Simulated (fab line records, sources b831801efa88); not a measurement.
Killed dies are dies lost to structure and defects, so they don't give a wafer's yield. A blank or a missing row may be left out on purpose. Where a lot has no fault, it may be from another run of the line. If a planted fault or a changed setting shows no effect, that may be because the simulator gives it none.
Problem report, 8D (eight disciplines) form, completed by code :: flow sky130 :: the parts of the form that need people (team, actions taken, sign-off) are left out

## 1. THE PROBLEM
Across 3 wafers from 2 lots, VIA4_HDPCVD_THK at SKY_VIA4_THK_MEAS_01 averages 1342 nm, while fault-free wafers read 1758 nm with a standard deviation of 16. That puts it -26 standard deviations away from the usual mean.
Earliest sighting: wafer L331.4 on film metro-03 at day 43 17:15. The record has a number at this step for 27 wafers belonging to 9 lots. By rule, "out" or "out of limits" means more than 4 standard deviations away from the usual mean. Any other wafer with a number is counted as sound.

## 2. WHAT THIS IS AND IS NOT
question: which readings at this step
is: VIA4_HDPCVD_THK
is not: -

question: which lots
is: L331, L333
is not: L324, L325, L337, L339, L345, L346, L347

question: which wafers of those lots
is: L331.4, L331.6, L333.4
is not: L331.2, L333.2, L333.5

question: read on which gauges
is: film metro-02, film metro-03
is not: film metro-01

question: when
is: from day 43 17:15
is not: up to then (7 sound wafers); but 17 sound wafers of L333, L337, L339, L345, L346, L347 came after

## 3. THE SUSPECTS, EACH WITH WHAT RULES IT OUT
Counting: if a tool at a process step up to the reading ran every lot that is out, it stays a suspect. Sound lots after the first of them don't rule it out here, since some wafers of a struck lot are sound.
- the gauge at SKY_VIA4_THK_MEAS_01: ruled out. The wafers that are out were read on 2 gauges (film metro-02, film metro-03).
- hdpcvd-02 at SKY_VIA4_HDPCVD_00 (deposits SiO2, target thk 1750 nm, time 291.7 s): kept. It processed each lot that is out (first: L331, day 43 17:04); up to then, its last sound lot is L325 (day 42 10:53).
After counting, what remains is hdpcvd-02 at SKY_VIA4_HDPCVD_00.

## 4. THE CAUSE (what the simulator had put in)
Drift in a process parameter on hdpcvd-02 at SKY_VIA4_HDPCVD_00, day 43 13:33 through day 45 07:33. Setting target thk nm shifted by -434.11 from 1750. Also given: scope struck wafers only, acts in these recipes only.
After counting, this tool was the only one left.

## 5. THE EFFECT CHAIN, in route order
Rows list readings where the struck wafers' mean (over those with a number) sits beyond 3 standard deviations from the usual. Readings are gone through only where the record gives a usual standard deviation; hours: the median, over the lots, of the time from a lot's start at the first step in this table giving one to that lot's start at this step; sigmas: the change measured in usual standard deviations.
hours: 0
step: SKY_VIA4_THK_MEAS_01
reading: VIA4_HDPCVD_THK
usual: 1758 nm
on struck wafers: 1342
change: -416
sigmas: -26

## 6. HOW IT WOULD HAVE BEEN CAUGHT EARLIER
The first out-of-limits reading at a measuring or inspecting step in this record came at day 43 17:15, 4 hours after the fault's start at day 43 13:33.
Among the 2 lots that are out, L333 began SKY_VIA4_HDPCVD_00 on hdpcvd-02 after day 43 17:15. Putting the tool on hold at that point would have spared it.
